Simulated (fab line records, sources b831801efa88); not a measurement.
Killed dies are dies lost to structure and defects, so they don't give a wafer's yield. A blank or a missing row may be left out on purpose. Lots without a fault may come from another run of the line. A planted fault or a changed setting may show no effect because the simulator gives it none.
fab line records | flow gf180mcu
record lots=5 wafers=27
route steps=602 shown STI@22 VT_IMPLANT@118 POLY_GATE@173 SAB@272 M1@318 M2@362 M3@409 M4@458 V4@498
start_h: hours from the record's first day to the start of the lot's first wafer shown | wait_h: hours since the lot's step before | " the same as in the row above | L1.1+2: a row that stands for several wafers | - no value, or no start given | * or withheld: withheld | < > ~ a bound
route shown NAME@n: a module of which the file shows steps, and the number in the route of the first | usual: mean/standard deviation of fault-free wafers | same: alike in all rows | chamber/n: place in a boat | sites: the reading at each site | _std_site: their standard deviation | _edge_site: outer sites' mean less inner sites' | radius_mm: how far each site lies from the wafer's centre | mask NAME#n: copy n | behind: the tool/chamber that last shaped the wafer | hold: why the lot was held/for how many hours/how that ended | device: the transistor (n, p or np) that didn't switch | end of line: the same wafers' tests at the end of the route | a step without rows: its recipe alone | killed: dies lost to structure and defects at the first sort, not the wafer's yield | map: a wafer's dies, x killed, . not, _ none there
set.NAME: the setting as run; set.NAME@STEP: as run at that earlier step | model.NAME: the simulator's own value behind a step, which no gauge read
lots whose settings were changed on purpose; a table a step, a row a wafer
## steps
# step GF_STI_OXIDATION_21
# recipe temp_c=1000 ambient=O2 stabilise_s=600 purge_s=300 target_thk_a=150 ox_time_s=458
# columns lot.wafer tool chamber start_h wait_h set.ox_time_s model.SiO2_of_STI_OXIDATION_21.thk_nm
L075.1 - - - 0.2 458 14.82
L075.2 " - " " 458 15.05
L075.3 " - " " 458 14.99
L075.4 " - " " 458 14.89
L075.5 " - " " 458 15.12
L075.6 " - " " 458 14.98
L077.1 - - - 0.6 726.9 19.27
L077.2 " - " " 726.9 19.17
L077.3 " - " " 726.9 19.31
L077.4 " - " " 726.9 19.49
L077.5 " - " " 726.9 19.22
L077.6 " - " " 726.9 19.25
L080.1 - - - 0.1 304.1 11.83
L080.2 " - " " 304.1 11.82
L080.3 " - " " 304.1 12.11
L080.4 " - " " 304.1 11.68
L080.5 " - " " 304.1 11.93
L080.6 " - " " 304.1 11.78
L084.2+5 furnace-02 0 76.44 0.2 458 14.73
L084.6 " 0 " " 458 14.79
L085.1 - - - 0.0 295.1 11.58
L085.2 " - " " 295.1 11.56
L085.3 " - " " 295.1 11.59
L085.4 " - " " 295.1 11.8
L085.5 " - " " 295.1 11.48
L085.6 " - " " 295.1 11.26
# step GF_STI_THK_MEAS_22
# recipe reads=SiO2_of_STI_OXIDATION_21
# usual STI_OXIDATION_01_THK=14.82/0.22
# columns lot.wafer tool chamber start_h wait_h set.ox_time_s@STI_OXIDATION_21 STI_OXIDATION_01_THK[nm]
L075.1 film_metro-03 - - - 458 14.81
L075.2 " - " " 458 15.06
L075.3 " - " " 458 15.03
L075.4 " - " " 458 14.86
L075.5 " - " " 458 15.14
L075.6 " - " " 458 14.99
L077.1 film_metro-01 - - - 726.9 19.27
L077.2 " - " " 726.9 19.20
L077.3 " - " " 726.9 19.32
L077.4 " - " " 726.9 19.48
L077.5 " - " " 726.9 19.18
L077.6 " - " " 726.9 19.28
L080.1 film_metro-03 - - - 304.1 11.89
L080.2 " - " " 304.1 11.85
L080.3 " - " " 304.1 12.11
L080.4 " - " " 304.1 11.69
L080.5 " - " " 304.1 11.92
L080.6 " - " " 304.1 11.85
L084.2 film_metro-01 - 77.58 0.0 458 14.71
L084.5 " - " " 458 14.71
L084.6 " - " " 458 14.78
L085.1 film_metro-01 - - - 295.1 11.56
L085.2 " - " " 295.1 11.57
L085.3 " - " " 295.1 11.56
L085.4 " - " " 295.1 11.88
L085.5 " - " " 295.1 11.47
L085.6 " - " " 295.1 11.22
# step GF_VT_IMPLANT_DEVELOP_28
# recipe develop_time_s=60 dev_temp_c=23
# columns lot.wafer tool chamber start_h wait_h set.develop_time_s model.VT_IMPLANT.cd_nm
L075.1 litho_track-02 0 150.37 0.1 60 605.7
L075.2 " 0 " " 87.69 891.1
L075.3 " 0 " " 60 603.6
L075.4 " 0 " " 87.69 891.4
L075.5 " 0 " " 60 604.2
L075.6 " 0 " " 87.69 892
L077.1 litho_track-03 0 164.28 0.1 60 601.9
L077.2 " 0 " " 60 599.8
L077.3 " 0 " " 36.29 807.4
L077.4 " 0 " " 36.29 806
L077.5 " 0 " " 36.29 807.1
L077.6 " 0 " " 60 602.3
L080.1+4 litho_track-03 0 182.63 0.1 60 603.8
L080.2 " 0 " " 60 604.5
L080.3 " 0 " " 60 601.8
L080.5 " 0 " " 60 603.4
L080.6 " 0 " " 60 604.7
L084.2 litho_track-03 0 210.80 0.1 60 604.1
L084.5 " 0 " " 60 604.6
L084.6 " 0 " " 60 605.4
L085.1 litho_track-02 0 216.17 0.1 44.4 828.2
L085.2 " 0 " " 44.4 829.4
L085.3 " 0 " " 60 607.2
L085.4 " 0 " " 44.4 829.9
L085.5 " 0 " " 60 603.2
L085.6 " 0 " " 60 604.6
# step GF_POLY_GATE_OXIDATION_16
# recipe temp_c=850 ambient=O2 stabilise_s=600 purge_s=300 target_thk_a=40 ox_time_s=899
# columns lot.wafer tool chamber start_h wait_h set.ox_time_s model.SiO2_of_POLY_GATE_OXIDATION_16.thk_nm
L075.1 - - - 3.7 439.7 2.418
L075.2 " - " " 439.7 2.344
L075.3+6 " - " " 439.7 2.373
L075.4 " - " " 439.7 2.378
L075.5 " - " " 439.7 2.361
L077.1 - - - 1.6 1393 5.432
L077.2 " - " " 1393 5.444
L077.3 " - " " 1393 5.404
L077.4 " - " " 1393 5.467
L077.5 " - " " 1393 5.472
L077.6 " - " " 1393 5.448
L080.1 - - - 0.0 476.2 2.613
L080.2 " - " " 476.2 2.616
L080.3 " - " " 476.2 2.575
L080.4 " - " " 476.2 2.625
L080.5 " - " " 476.2 2.617
L080.6 " - " " 476.2 2.593
L084.2 furnace-02 0 270.66 0.0 899 4.124
L084.5 " 0 " " 899 4.114
L084.6 " 0 " " 899 4.025
L085.1 - - - 0.2 1431 5.577
L085.2 " - " " 1431 5.565
L085.3 " - " " 1431 5.575
L085.4 " - " " 1431 5.546
L085.5 " - " " 1431 5.608
L085.6 " - " " 1431 5.6
# step GF_POLY_GATE_THK_MEAS_17
# recipe reads=SiO2_of_POLY_GATE_OXIDATION_16
# usual POLY_GATE_OXIDATION_THK=4.01/0.077
# columns lot.wafer tool chamber start_h wait_h set.ox_time_s@POLY_GATE_OXIDATION_16 POLY_GATE_OXIDATION_THK[nm]
L075.1 film_metro-04 - - - 439.7 2.44
L075.2 " - " " 439.7 2.37
L075.3 " - " " 439.7 2.35
L075.4 " - " " 439.7 2.39
L075.5 " - " " 439.7 2.37
L075.6 " - " " 439.7 2.39
L077.1 film_metro-02 - - - 1393 5.43
L077.2 " - " " 1393 5.48
L077.3 " - " " 1393 5.43
L077.4 " - " " 1393 5.45
L077.5 " - " " 1393 5.46
L077.6 " - " " 1393 5.47
L080.1 film_metro-04 - - - 476.2 2.60
L080.2 " - " " 476.2 2.61
L080.3 " - " " 476.2 2.60
L080.4 " - " " 476.2 2.66
L080.5 " - " " 476.2 2.60
L080.6 " - " " 476.2 2.62
L084.2 film_metro-02 - 271.92 0.0 899 4.11
L084.5 " - " " 899 4.11
L084.6 " - " " 899 3.98
L085.1 film_metro-02 - - - 1431 5.53
L085.2 " - " " 1431 5.53
L085.3 " - " " 1431 5.58
L085.4 " - " " 1431 5.55
L085.5 " - " " 1431 5.58
L085.6 " - " " 1431 5.59
# step GF_SAB_DEVELOP_08
# recipe develop_time_s=60 dev_temp_c=23
# columns lot.wafer tool chamber start_h wait_h set.develop_time_s
L075.1+2+3+4+5+6 litho_track-04 0 360.11 0.1 60
L077.1+4+6 litho_track-02 0 373.27 0.1 60
L077.2+3+5 " 0 " " 83.79
L080.1+2+3+4+5+6 litho_track-04 0 399.76 0.1 60
L084.2+5+6 litho_track-01 0 434.40 0.1 60
L085.1+5+6 litho_track-04 0 442.36 0.1 60
L085.2+3+4 " 0 " " 45.12
# step GF_SAB_CD_MEAS_09
# recipe target_cd_nm=420
# usual cd_nm=420.4/2.3
# columns lot.wafer tool chamber start_h wait_h set.develop_time_s@SAB_DEVELOP_08 cd_nm
L075.1 cd_sem-02 - 360.26 0.1 60 420.4
L075.2 " - " " 60 418.8
L075.3 " - " " 60 418.2
L075.4 " - " " 60 418.2
L075.5 " - " " 60 420.5
L075.6 " - " " 60 420.3
L077.1 cd_sem-02 - 373.42 0.1 60 423.1
L077.2 " - " " 83.79 392.1
L077.3 " - " " 83.79 393.9
L077.4 " - " " 60 421.9
L077.5 " - " " 83.79 393.5
L077.6 " - " " 60 422.9
L080.1 cd_sem-02 - 399.91 0.1 60 421.5
L080.2 " - " " 60 421.7
L080.3 " - " " 60 419.0
L080.4 " - " " 60 422.4
L080.5 " - " " 60 420.0
L080.6 " - " " 60 420.5
L084.2 cd_sem-01 - 434.55 0.1 60 417.4
L084.5 " - " " 60 416.6
L084.6 " - " " 60 417.7
L085.1 cd_sem-02 - 442.60 0.2 60 420.4
L085.2 " - " " 45.12 448.1
L085.3 " - " " 45.12 446.4
L085.4 " - " " 45.12 448.7
L085.5 " - " " 60 421.7
L085.6 " - " " 60 419.1
# step GF_SAB_ETCH_11
# recipe chemistry=C4F8/O2/Ar mask_material=NOVOLAK target=SiO2 target_depth_nm=55 source_w=1500 bias_w=1200 pressure_mtorr=40 c4f8_flow_sccm=withheld O2_flow_sccm=6 Ar_flow_sccm=300 time_s=8.5
# columns lot.wafer tool chamber start_h wait_h set.develop_time_s@SAB_DEVELOP_08 model.SAB.cd_nm
L075.1 rie_diel-02 2 360.42 0.0 60 419.7
L075.2 " 3 " " 60 418.9
L075.3 " 1 " " 60 418.2
L075.4 " 0 " " 60 418.6
L075.5 " 2 " " 60 419.8
L075.6 " 3 " " 60 420.5
L077.1 rie_diel-02 2 373.58 0.0 60 423.2
L077.2 " 0 " " 83.79 392.5
L077.3 " 3 " " 83.79 394.2
L077.4 " 1 " " 60 421.8
L077.5 " 3 " " 83.79 393.6
L077.6 " 0 " " 60 423.4
L080.1 rie_diel-02 0 400.07 0.0 60 421.5
L080.2 " 3 " " 60 421.7
L080.3 " 2 " " 60 419
L080.4 " 1 " " 60 422.5
L080.5 " 1 " " 60 419.7
L080.6 " 0 " " 60 420.3
L084.2 rie_diel-03 1 434.68 0.0 60 417.5
L084.5 " 2 " " 60 416.1
L084.6 " 3 " " 60 418
L085.1 rie_diel-02 2 442.75 0.0 60 420.3
L085.2 " 3 " " 45.12 448.1
L085.3 " 0 " " 45.12 446.8
L085.4 " 1 " " 45.12 449.2
L085.5 " 1 " " 60 421.8
L085.6 " 0 " " 60 419.9
# step GF_M1_SPUTTER_03
# recipe material=Ti target_thk_nm=10 substrate_temp_c=300 chamber_pressure_pa=0.3 power_w=3000 time_s=6.7
# columns lot.wafer tool chamber start_h wait_h set.time_s model.Ti_of_M1_SPUTTER_03.thk_nm
L075.1 pvd_sputter-02 - 386.81 0.0 6.7 9.969
L075.2 " - " " 6.7 9.939
L075.3 " - " " 6.7 9.852
L075.4 " - " " 6.7 9.942
L075.5 " - " " 6.7 9.853
L075.6 " - " " 6.7 10.01
L077.1 pvd_sputter-02 - 400.03 0.0 6.7 9.956
L077.2 " - " " 5.06 7.323
L077.3 " - " " 5.06 7.554
L077.4 " - " " 6.7 9.802
L077.5 " - " " 6.7 9.922
L077.6 " - " " 5.06 7.409
L080.1 pvd_sputter-03 - 428.13 0.0 10.69 15.98
L080.2 " - " " 10.69 15.92
L080.3 " - " " 6.7 9.963
L080.4 " - " " 6.7 10.1
L080.5 " - " " 10.69 15.91
L080.6 " - " " 6.7 10.09
L084.2 pvd_sputter-03 - 461.63 0.0 6.7 9.915
L084.5 " - " " 6.7 9.771
L084.6 " - " " 6.7 9.95
L085.1 pvd_sputter-01 - 469.75 0.0 8.053 12.03
L085.2 " - " " 6.7 10.03
L085.3 " - " " 8.053 11.93
L085.4 " - " " 8.053 12.34
L085.5 " - " " 6.7 10.17
L085.6 " - " " 6.7 9.967
# step GF_M2_SPUTTER_00
# recipe material=Ti target_thk_nm=37.5 arriving_ion_energy_ev=80 substrate_temp_c=200 chamber_pressure_pa=2 power_w=4000 time_s=150
# columns lot.wafer tool chamber start_h wait_h set.time_s model.Ti_of_M2_SPUTTER_00.thk_nm
L075.1 pvd_sputter-03 - 439.09 0.2 150 37
L075.2 " - " " 150 37.1
L075.3 " - " " 150 37.42
L075.4 " - " " 150 36.97
L075.5 " - " " 150 36.74
L075.6 " - " " 150 37.54
L077.1 pvd_sputter-02 - 452.14 0.2 150 36.95
L077.2 " - " " 150 37.1
L077.3 " - " " 60.32 15.06
L077.4 " - " " 150 37.8
L077.5 " - " " 60.32 14.12
L077.6 " - " " 60.32 14.98
L080.1 pvd_sputter-03 - 478.59 0.2 150 37.22
L080.2 " - " " 150 37.86
L080.3 " - " " 150 37.61
L080.4 " - " " 203.4 50.86
L080.5 " - " " 203.4 50.84
L080.6 " - " " 203.4 50.96
L084.2 pvd_sputter-02 - 511.53 0.1 150 37.9
L084.5 " - " " 150 37.85
L084.6 " - " " 150 37.66
L085.1 pvd_sputter-03 - 519.53 0.2 121.8 30.11
L085.2 " - " " 150 37.33
L085.3 " - " " 121.8 30.49
L085.4 " - " " 150 37.1
L085.5 " - " " 150 37.02
L085.6 " - " " 121.8 30.56
# step GF_M3_SPUTTER_00
# recipe material=Ti target_thk_nm=37.5 arriving_ion_energy_ev=80 substrate_temp_c=200 chamber_pressure_pa=2 power_w=4000 time_s=150
# columns lot.wafer tool chamber start_h wait_h set.time_s model.Ti_of_M3_SPUTTER_00.thk_nm
L075.1+3 pvd_sputter-03 - 489.92 0.2 150 36.87
L075.2 " - " " 195.5 48.87
L075.4 " - " " 195.5 48.35
L075.5 " - " " 195.5 48.36
L075.6 " - " " 150 37.69
L077.1 pvd_sputter-02 - 502.68 0.2 150 37.31
L077.2 " - " " 115.9 29.28
L077.3 " - " " 150 38.23
L077.4 " - " " 115.9 29.66
L077.5 " - " " 150 37.72
L077.6 " - " " 115.9 29.6
L080.1 pvd_sputter-02 - 528.44 0.2 150 37.81
L080.2 " - " " 214.4 54.51
L080.3 " - " " 214.4 54
L080.4 " - " " 214.4 54.15
L080.5 " - " " 150 38.32
L080.6 " - " " 150 37.58
L084.2 pvd_sputter-02 - 558.92 0.1 150 37.81
L084.5 " - " " 150 37.86
L084.6 " - " " 150 38.16
L085.1 pvd_sputter-03 - 566.63 0.2 105.9 26.37
L085.2 " - " " 105.9 26.01
L085.3 " - " " 150 37.28
L085.4 " - " " 105.9 26.29
L085.5 " - " " 150 37.11
L085.6 " - " " 150 37.44
# step GF_M4_SPUTTER_02
# recipe material=AlCu target_thk_nm=450 power_w=10600 time_s=23.9 chamber_pressure_pa=0.4
# columns lot.wafer tool chamber start_h wait_h set.time_s model.AlCu_of_M4_SPUTTER_02.thk_nm
L075.1 pvd_sputter-02 - 538.26 0.0 23.9 443.5
L075.2 " - " " 23.9 445.8
L075.3 " - " " 23.9 444.4
L075.4 " - " " 23.9 445.4
L075.5 " - " " 23.9 448.7
L075.6 " - " " 23.9 447.4
L077.1 pvd_sputter-03 - 550.54 0.0 23.9 441.3
L077.2 " - " " 23.9 432.8
L077.3 " - " " 23.9 443.2
L077.4 " - " " 23.9 440.4
L077.5 " - " " 23.9 439.5
L077.6 " - " " 23.9 443
L080.1 pvd_sputter-03 - 575.06 0.0 23.9 445.9
L080.2 " - " " 27.59 522.1
L080.3 " - " " 23.9 452.7
L080.4 " - " " 23.9 453.3
L080.5 " - " " 27.59 522.8
L080.6 " - " " 27.59 525.5
L084.2 pvd_sputter-02 - 607.47 0.0 23.9 443.7
L084.5 " - " " 23.9 446.3
L084.6 " - " " 23.9 450.5
L085.1 pvd_sputter-02 - 611.09 0.0 19.9 377.9
L085.2 " - " " 19.9 380.7
L085.3+6 " - " " 23.9 453.7
L085.4 " - " " 23.9 454.2
L085.5 " - " " 19.9 380
# step GF_M4_SPUTTER_03
# recipe material=Ti target_thk_nm=10 substrate_temp_c=300 chamber_pressure_pa=0.3 power_w=3000 time_s=6.7
# step GF_M4_SPUTTER_04
# recipe material=TiN target_thk_nm=50 power_w=6500 time_s=41.7 chamber_pressure_pa=0.4
# step GF_M4_RS_MEAS_05
# recipe thk_meas_gauge=four-point-probe reads=TiN_of_M4_SPUTTER_04+Ti_of_M4_SPUTTER_03+AlCu_of_M4_SPUTTER_02+TiN_of_M4_SPUTTER_01+Ti_of_M4_SPUTTER_00
# usual M4_ALCU_RS=0.0696/0.00084
# columns lot.wafer tool chamber start_h wait_h set.time_s@M4_SPUTTER_02 M4_ALCU_RS[ohm/sq]
L075.1 film_metro-03 - 538.35 0.0 23.9 0.0704
L075.2 " - " " 23.9 0.0701
L075.3 " - " " 23.9 0.0704
L075.4 " - " " 23.9 0.0701
L075.5 " - " " 23.9 0.0697
L075.6 " - " " 23.9 0.0698
L077.1 film_metro-02 - 550.63 0.0 23.9 0.0710
L077.2 " - " " 23.9 0.0724
L077.3 " - " " 23.9 0.0706
L077.4 " - " " 23.9 0.0710
L077.5 " - " " 23.9 0.0713
L077.6 " - " " 23.9 0.0707
L080.1 film_metro-04 - 575.15 0.0 23.9 0.0701
L080.2 " - " " 27.59 0.0598
L080.3 " - " " 23.9 0.0692
L080.4 " - " " 23.9 0.0690
L080.5 " - " " 27.59 0.0597
L080.6 " - " " 27.59 0.0595
L084.2 film_metro-03 - 607.58 0.0 23.9 0.0705
L084.5 " - " " 23.9 0.0700
L084.6 " - " " 23.9 0.0693
L085.1 film_metro-02 - 611.18 0.0 19.9 0.0830
L085.2 " - " " 19.9 0.0824
L085.3 " - " " 23.9 0.0690
L085.4 " - " " 23.9 0.0691
L085.5 " - " " 19.9 0.0826
L085.6 " - " " 23.9 0.0691
# step GF_M4_THK_MEAS_06
# recipe thk_meas_gauge=xrf reads=AlCu_of_M4_SPUTTER_02
# usual M4_ALCU_THK=454/6
# columns lot.wafer tool chamber start_h wait_h set.time_s@M4_SPUTTER_02 M4_ALCU_THK[nm]
L075.1 film_metro-03 - 538.47 0.1 23.9 453
L075.2 " - " " 23.9 455
L075.3 " - " " 23.9 452
L075.4 " - " " 23.9 451
L075.5 " - " " 23.9 457
L075.6 " - " " 23.9 454
L077.1 film_metro-02 - 550.75 0.1 23.9 443
L077.2 " - " " 23.9 437
L077.3 " - " " 23.9 447
L077.4 " - " " 23.9 443
L077.5 " - " " 23.9 444
L077.6 " - " " 23.9 448
L080.1 film_metro-04 - 575.27 0.1 23.9 449
L080.2 " - " " 27.59 526
L080.3 " - " " 23.9 456
L080.4 " - " " 23.9 458
L080.5 " - " " 27.59 529
L080.6 " - " " 27.59 532
L084.2 film_metro-03 - 607.69 0.1 23.9 453
L084.5 " - " " 23.9 455
L084.6 " - " " 23.9 459
L085.1 film_metro-02 - 611.30 0.1 19.9 379
L085.2 " - " " 19.9 381
L085.3 " - " " 23.9 455
L085.4 " - " " 23.9 453
L085.5 " - " " 19.9 381
L085.6 " - " " 23.9 455
# step GF_V4_SPUTTER_22
# recipe material=TiN target_thk_nm=10 chamber_pressure_pa=5 power_w=4000 time_s=40
# columns lot.wafer tool chamber start_h wait_h set.time_s model.TiN_of_V4_SPUTTER_22.thk_nm
L075.1 pvd_sputter-02 - 583.45 0.0 59.1 14.76
L075.2 " - " " 59.1 14.88
L075.3 " - " " 59.1 14.89
L075.4 " - " " 40 10.17
L075.5 " - " " 40 10.15
L075.6 " - " " 40 10.03
L077.1+5 pvd_sputter-01 - 594.10 0.0 40 10.18
L077.2 " - " " 31.18 7.889
L077.3 " - " " 31.18 8.11
L077.4 " - " " 31.18 8.023
L077.6 " - " " 40 10.17
L080.1+3 pvd_sputter-01 - 618.76 0.0 40 10.25
L080.2 " - " " 40 10.36
L080.4 " - " " 40 10.16
L080.5 " - " " 40 10.32
L080.6 " - " " 40 10.22
L084.2 pvd_sputter-02 - 650.35 0.0 40 10.08
L084.5 " - " " 40 9.884
L084.6 " - " " 40 9.816
L085.1 pvd_sputter-04 - 654.45 0.0 40 9.891
L085.2 " - " " 54.12 13.63
L085.3 " - " " 54.12 13.34
L085.4 " - " " 40 10.02
L085.5 " - " " 40 9.954
L085.6 " - " " 54.12 13.44
## key
split step=GF_STI_OXIDATION_21 setting=ox_time_s stated=458 by=lot
response step=GF_STI_OXIDATION_21 reading=model.SiO2_of_STI_OXIDATION_21.thk_nm change=+0.0815 per=1% r=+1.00
response step=GF_STI_THK_MEAS_22 reading=STI_OXIDATION_01_THK change=+0.0814 per=1% r=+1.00
split step=GF_VT_IMPLANT_DEVELOP_28 setting=develop_time_s stated=60 by=wafer
response step=GF_VT_IMPLANT_DEVELOP_28 reading=model.VT_IMPLANT.cd_nm shape=bent at_lowest=806.8 at_stated=603.8 at_highest=891.5
split step=GF_POLY_GATE_OXIDATION_16 setting=ox_time_s stated=899 by=lot
response step=GF_POLY_GATE_OXIDATION_16 reading=model.SiO2_of_POLY_GATE_OXIDATION_16.thk_nm change=+0.0285 per=1% r=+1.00
response step=GF_POLY_GATE_THK_MEAS_17 reading=POLY_GATE_OXIDATION_THK change=+0.0283 per=1% r=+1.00
split step=GF_SAB_DEVELOP_08 setting=develop_time_s stated=60 by=wafer
response step=GF_SAB_CD_MEAS_09 reading=cd_nm change=-0.843 per=1% r=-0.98
response step=GF_SAB_ETCH_11 reading=model.SAB.cd_nm change=-0.843 per=1% r=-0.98
split step=GF_M1_SPUTTER_03 setting=time_s stated=6.7 by=wafer
response step=GF_M1_SPUTTER_03 reading=model.Ti_of_M1_SPUTTER_03.thk_nm change=+0.0993 per=1% r=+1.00
split step=GF_M2_SPUTTER_00 setting=time_s stated=150 by=wafer
response step=GF_M2_SPUTTER_00 reading=model.Ti_of_M2_SPUTTER_00.thk_nm change=+0.375 per=1% r=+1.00
split step=GF_M3_SPUTTER_00 setting=time_s stated=150 by=wafer
response step=GF_M3_SPUTTER_00 reading=model.Ti_of_M3_SPUTTER_00.thk_nm change=+0.376 per=1% r=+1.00
split step=GF_M4_SPUTTER_02 setting=time_s stated=23.9 by=wafer
response step=GF_M4_SPUTTER_02 reading=model.AlCu_of_M4_SPUTTER_02.thk_nm change=+4.57 per=1% r=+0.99
response step=GF_M4_RS_MEAS_05 reading=M4_ALCU_RS change=-0.000729 per=1% r=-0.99
response step=GF_M4_THK_MEAS_06 reading=M4_ALCU_THK change=+4.62 per=1% r=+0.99
split step=GF_V4_SPUTTER_22 setting=time_s stated=40 by=wafer
response step=GF_V4_SPUTTER_22 reading=model.TiN_of_V4_SPUTTER_22.thk_nm change=+0.099 per=1% r=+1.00
